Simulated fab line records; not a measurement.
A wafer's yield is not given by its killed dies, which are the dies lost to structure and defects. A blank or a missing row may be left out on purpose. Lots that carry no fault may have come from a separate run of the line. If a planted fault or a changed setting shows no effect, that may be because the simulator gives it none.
The same fault as seen by 2 desks / flow sky130 / what lay behind the numbers comes last; until then each desk has only its own

FROM THE METROLOGY DESK
What the gauges read, lot by lot, whatever tool the lot ran on: means of the sampled wafers that have a number. Any lot whose mean is over 4 standard deviations away from the usual mean is out of limits and marked OUT; that distance is given in the brackets.
Columns: A = POLY_CUT_OVL at SKY_POLY_CUT_OVL_MEAS_09, usual 2 nm; B = SD_P_TW at SKY_SD_P_TW_MEAS_11, usual 2827; C = cd nm at SKY_SD_N_CD_MEAS_07, usual 380.0 nm; D = SD_N_RS at SKY_SD_N_RS_MEAS_16, usual 68.67 ohm/sq; E = SD_P_RS at SKY_SD_N_RS_MEAS_17, usual 147.4 ohm/sq
lot=L732; first seen here=day 25 00:47; A=0; B=2848; C=379.5; D=68.64; E=147.4
lot=L733; first seen here=day 25 14:17; A=5; B=2841; C=379.5; D=68.57; E=147.2
lot=L734; first seen here=day 25 15:38; A=7; B=2851; C=379.7; D=68.69; E=147.6
lot=L736; first seen here=day 26 09:39; A=3; B=2783; C=381.6; D=67.28 (-11) OUT; E=140.3 (-19) OUT
lot=L737; first seen here=day 26 15:44; A=-4; B=2796; C=382.0; D=68.50; E=147.0
lot=L738; first seen here=day 26 22:11; A=13; B=2809; C=383.5; D=67.34 (-10) OUT; E=140.2 (-19) OUT
lot=L744; first seen here=day 29 05:14; A=3; B=2840; C=373.6; D=68.72; E=147.1
lot=L746; first seen here=day 29 22:48; A=6; B=2842; C=377.3; D=68.69; E=147.5
lot=L745; first seen here=day 29 22:59; A=2; B=2814; C=377.0; D=68.79; E=147.6
lot=L748; first seen here=day 31 04:50; A=-4; B=2841; C=378.3; D=68.69; E=147.3
lot=L750; first seen here=day 31 07:05; A=-2; B=2832; C=380.8; D=68.63; E=147.9
lot=L752; first seen here=day 31 11:35; A=-1; B=2852; C=380.5; D=68.72; E=147.8
lot=L753; first seen here=day 31 17:49; A=4; B=2845; C=379.6; D=68.81; E=147.6
This desk reports L736, L738 out of limits; the earliest was L736 at day 29 21:39 (SD_N_RS at SKY_SD_N_RS_MEAS_16). Within limits: L732, L733, L734, L737, L744, L746, L745, L748, L750, L752, L753.

DESK OF THE TOOL OWNER: rtp anneal-02
Per lot that ran on this tool, the mean of the sampled wafers carrying a number, from the tool's own readings at SKY_SD_N_RTA_14 (time 2 s). Any lot whose mean is over 4 standard deviations away from the usual mean is out of limits and marked OUT; that distance is given in the brackets.
Columns: A = lamp power pct at SKY_SD_N_RTA_14, usual 15.74 %; B = wafer_temp_C_max at SKY_SD_N_RTA_14, usual 1078.1
lot=L732; first seen here=day 28 15:08; A=15.76; B=1077.6
lot=L734; first seen here=day 29 03:47; A=15.74; B=1078.1
lot=L736; first seen here=day 29 21:25; A=15.83; B=1084.7 (+5.1) OUT
lot=L738; first seen here=day 30 08:35; A=15.82; B=1086.3 (+6.3) OUT
lot=L744; first seen here=day 32 17:00; A=15.76; B=1077.6
lot=L746; first seen here=day 33 09:18; A=15.76; B=1078.5
lot=L748; first seen here=day 34 15:36; A=15.78; B=1077.8
lot=L750; first seen here=day 34 16:19; A=15.68; B=1078.6
lot=L752; first seen here=day 34 18:15; A=15.77; B=1078.2
Finding of this desk: L736, L738 out of limits; the first was L736 at day 29 21:25, on wafer_temp_C_max at SKY_SD_N_RTA_14. Within limits: L732, L734, L744, L746, L748, L750, L752.

TAKEN TOGETHER
At day 29 21:25, on L736, L738, the tool owner's desk was in a position to raise an alarm.
An alarm was possible from the metrology desk at day 29 21:39, on L736, L738.
The lots listed all ran SKY_SD_N_RTA_14 on rtp anneal-02.

WHAT THE SIMULATOR PUT IN
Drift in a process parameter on rtp anneal-02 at SKY_SD_N_RTA_14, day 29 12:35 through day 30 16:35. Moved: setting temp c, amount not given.
Lots struck among those shown: L736, L738.
Delay (hours) between the fault's onset and each desk's first out-of-limits reading: 9 at the tool owner's desk, 9 at the metrology desk.
